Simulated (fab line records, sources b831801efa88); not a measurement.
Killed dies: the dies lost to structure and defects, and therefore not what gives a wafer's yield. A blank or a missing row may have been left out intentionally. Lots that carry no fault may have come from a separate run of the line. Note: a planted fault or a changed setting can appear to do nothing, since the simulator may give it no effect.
Problem report in the 8D (eight disciplines) form, filled by code :: flow gf180mcu :: the parts of the form that need people (team, actions taken, sign-off) are left out

== 1. PROBLEM STATEMENT ==
Mean V1_W_RS at GF_V1_RS_MEAS_24: 0.508 ohm/sq over 2 wafers in 2 lots; fault-free wafers: 0.325 ohm/sq, standard deviation 0.0044. That puts it +42 standard deviations away from the usual mean.
The step: measures by four-point-probe.
First observed at day 22 11:45: wafer L732.6, on filmMetro-01. The record has a number at this step for 33 wafers belonging to 11 lots. Rule for "out" (also "out of limits"): further than 4 standard deviations from the usual mean. The other wafers with a number count as sound.

== 2. WHAT IT IS AND WHAT IT IS NOT ==
question: which readings at this step
is: V1_W_RS
is not: -

question: which lots
is: L732, L734
is not: L723, L724, L726, L729, L738, L739, L740, L742, L743

question: which wafers of those lots
is: L732.6, L734.5
is not: L732.1, L732.2, L734.1, L734.2

question: read on which gauges
is: filmMetro-01, filmMetro-04
is not: filmMetro-03

question: when
is: from day 22 11:45
is not: up to then (14 sound wafers); but 17 sound wafers of L734, L738, L739, L740, L742, L743 came after

== 3. THE SUSPECTS, EACH WITH WHAT RULES IT OUT ==
Counting: a tool at a process step up to the reading stays a suspect if it ran every lot that is out. Sound lots after the first of them don't rule it out here, since some wafers of a struck lot are sound.
- the gauge at GF_V1_RS_MEAS_24: ruled out. The wafers that are out were read on 2 gauges (filmMetro-01, filmMetro-04).
- cvdW-02 at GF_V1_CVD_23 (deposits W, target thk 350 nm, time 105.05 s): kept. Every lot that is out went through it, the first being L732 (day 22 11:38); the last sound lot it ran before that was L726 (day 19 04:05).
After counting, what remains is cvdW-02 at GF_V1_CVD_23.

== 4. THE CAUSE (what the simulator had put in) ==
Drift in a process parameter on cvdW-02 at GF_V1_CVD_23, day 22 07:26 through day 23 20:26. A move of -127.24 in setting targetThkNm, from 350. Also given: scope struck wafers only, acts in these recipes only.
After counting, this tool was the only one left.

== 5. SEQUENCE OF EFFECTS, ordered by route ==
Each row: a reading whose mean over the struck wafers that have a number lies more than 3 standard deviations from the usual. Only readings whose record carries a usual standard deviation are examined. hours: median over the lots of the time between each lot's start at the first step of this table that gives one and its start at this step. sigmas: the change, counted in usual standard deviations.
hours: 0
step: GF_V1_RS_MEAS_24
reading: V1_W_RS
usual: 0.325 ohm/sq
on struck wafers: 0.508
change: +0.183
sigmas: +42

hours: 0
step: GF_V1_THK_MEAS_25
reading: V1_W_THK
usual: 359 nm
on struck wafers: 228
change: -130
sigmas: -26

hours: 0
step: GF_V1_CMP_26
reading: timeToEndpointS
usual: 83 s
on struck wafers: 54
change: -28
sigmas: -8.6
It contains these process steps:
- GF_V1_CMP_26: polishes, stops on SiO2, t overpolish 15 s, target thk 0 nm.

== 6. WHAT WOULD HAVE CAUGHT IT SOONER ==
The first out-of-limits reading at a measuring or inspecting step in this record came at day 22 11:45, 4 hours after the fault's start at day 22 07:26.
An alarm limit of 4 standard deviations would not have fired on the tool readings at GF_V1_CVD_23 for which the record gives a usual standard deviation, since none of them was out on any struck wafer.
Of the lots that are out (2), L734 began GF_V1_CVD_23 on cvdW-02 after day 22 11:45. A hold on the tool at that time would have spared it.
